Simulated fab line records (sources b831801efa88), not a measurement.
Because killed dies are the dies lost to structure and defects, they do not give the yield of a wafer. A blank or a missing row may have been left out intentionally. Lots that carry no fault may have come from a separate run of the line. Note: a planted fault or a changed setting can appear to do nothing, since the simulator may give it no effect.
A lot that was struck, set against a sound lot + flow sky130 + 22 steps out of a route of 708
Sound: wafers L789.4, L789.5, L789.6. Struck: wafers L801.1, L801.5. (L801.2 of the same lot was not struck and is left out.) The cause comes at the end.
For every step that has rows: the tool of each side, followed by ch and its chambers, followed by its first start. Under that, the readings that differ: sound wafers + struck wafers + difference of the means + sigmas: that difference in standard deviations of wafers without a fault.
alike: readings whose means differ by less than 2 such deviations, and words and numbers that are the same on both sides. not compared: withheld readings, readings that some wafer has no value for, bounds like >300 that may hide the same value, and numbers for which the record gives no deviation and whose values overlap.
A row with sigmas, a row that says differs or no value, or rows on one side alone: a step with any of these is where the two part. When numbers do not overlap yet have no deviation, they are printed without sigmas and do not part them. Lack of a reading on every wafer of one side parts them only where that side has two or more wafers.

first, 5 steps without rows for these wafers: SKY_LDD_P_COAT_02 (resist thk 1140 nm); SKY_LDD_P_SOFTBAKE_03 (time 60 s); SKY_LDD_P_EXPOSE_04 (exposes mask PSDM, target cd 380 nm); SKY_LDD_P_PEB_05; SKY_LDD_P_DEVELOP_06 (develop time 60 s).
SKY_LDD_P_CD_MEAS_07: the cd target is 380 nm.
  sound on cd sem-01 at day 19 11:44; struck on cd sem-01 at day 24 14:38
| reading    | sound             | struck      | difference | sigmas |
|------------|-------------------|-------------|------------|--------|
| cd nm (nm) | 382.9 382.2 383.1 | 377.5 378.8 | -4.6       | -2     |
SKY_LDD_P_OVL_MEAS_08:
  sound on overlay-01 at day 19 11:49; struck on overlay-02 at day 24 14:45
  alike: LDD_P_OVL
next, for these wafers, 1 step has no rows: SKY_LDD_P_IMPLANT_09.
SKY_LDD_P_STRIP_10: strips in O2/N2.
  sound on plasma asher-03 ch 0,1, day 19 12:01; struck on plasma asher-04 ch 0, day 24 14:56
  alike: drypump motor current A, oes product au, strip time to endpoint s
  not compared: rf hours counter h
SKY_LDD_P_TW_MEAS_11:
  sound on film metro-01 at day 19 12:07; struck on film metro-03 at day 24 15:02
  alike: LDD_P_TW
then, 2 steps without rows for these wafers: SKY_LDD_HVN_DEHYDRATE_00 (time 60 s); SKY_LDD_HVN_HMDS_01 (prime time 60 s).
SKY_LDD_HVN_COAT_02: resist thk 300 nm.
  sound on litho track-02 ch 0, day 20 03:59; struck on litho track-01 ch 0, day 25 05:11
| reading                                      | sound             | struck      | difference | sigmas |
|----------------------------------------------|-------------------|-------------|------------|--------|
| model.NOVOLAK_of_LDD_HVN_COAT_02.thk nm (nm) | 299.7 298.7 298.7 | 292.5 292.7 | -6.4       |        |
then, 3 steps without rows for these wafers: SKY_LDD_HVN_SOFTBAKE_03 (time 60 s); SKY_LDD_HVN_EXPOSE_04 (exposes mask HVNTM, target cd 700 nm); SKY_LDD_HVN_PEB_05.
SKY_LDD_HVN_DEVELOP_06: develop time 60 s.
  sound on litho track-03 ch 0, day 20 18:46; struck on litho track-01 ch 0, day 25 20:41
| reading                                      | sound             | struck      | difference | sigmas |
|----------------------------------------------|-------------------|-------------|------------|--------|
| model.NOVOLAK_of_LDD_HVN_COAT_02.thk nm (nm) | 299.3 298.3 298.3 | 292.1 292.3 | -6.4       |        |
SKY_LDD_HVN_OVL_MEAS_07:
  sound on overlay-02 at day 20 18:51; struck on overlay-01 at day 25 20:50
  alike: LDD_HVN_OVL
next, for these wafers, 1 step has no rows: SKY_LDD_HVN_IMPLANT_08.
SKY_LDD_HVN_STRIP_09: strips in O2/N2.
  sound on plasma asher-01 ch 0,1, day 20 19:03; struck on plasma asher-01 ch 0, day 25 21:01
| reading                      | sound             | struck      | difference | sigmas |
|------------------------------|-------------------|-------------|------------|--------|
| strip time to endpoint s (s) | 4.134 4.111 4.113 | 4.031 4.050 | -0.079     | -6     |
  alike: drypump motor current A, oes product au
  not compared: rf hours counter h
SKY_LDD_HVN_TW_MEAS_10:
  sound on film metro-01 at day 20 19:09; struck on film metro-02 at day 25 21:09
  alike: LDD_HVN_TW
SKY_PAD_OPEN_PROBE_99:
  sound wafers here have rows in the record (prober-02, day 46 03:12); struck ones have none

## WHERE THEY PART
First at SKY_LDD_P_CD_MEAS_07; last, within this record, at SKY_PAD_OPEN_PROBE_99.

WHY: the cause the simulator had injected
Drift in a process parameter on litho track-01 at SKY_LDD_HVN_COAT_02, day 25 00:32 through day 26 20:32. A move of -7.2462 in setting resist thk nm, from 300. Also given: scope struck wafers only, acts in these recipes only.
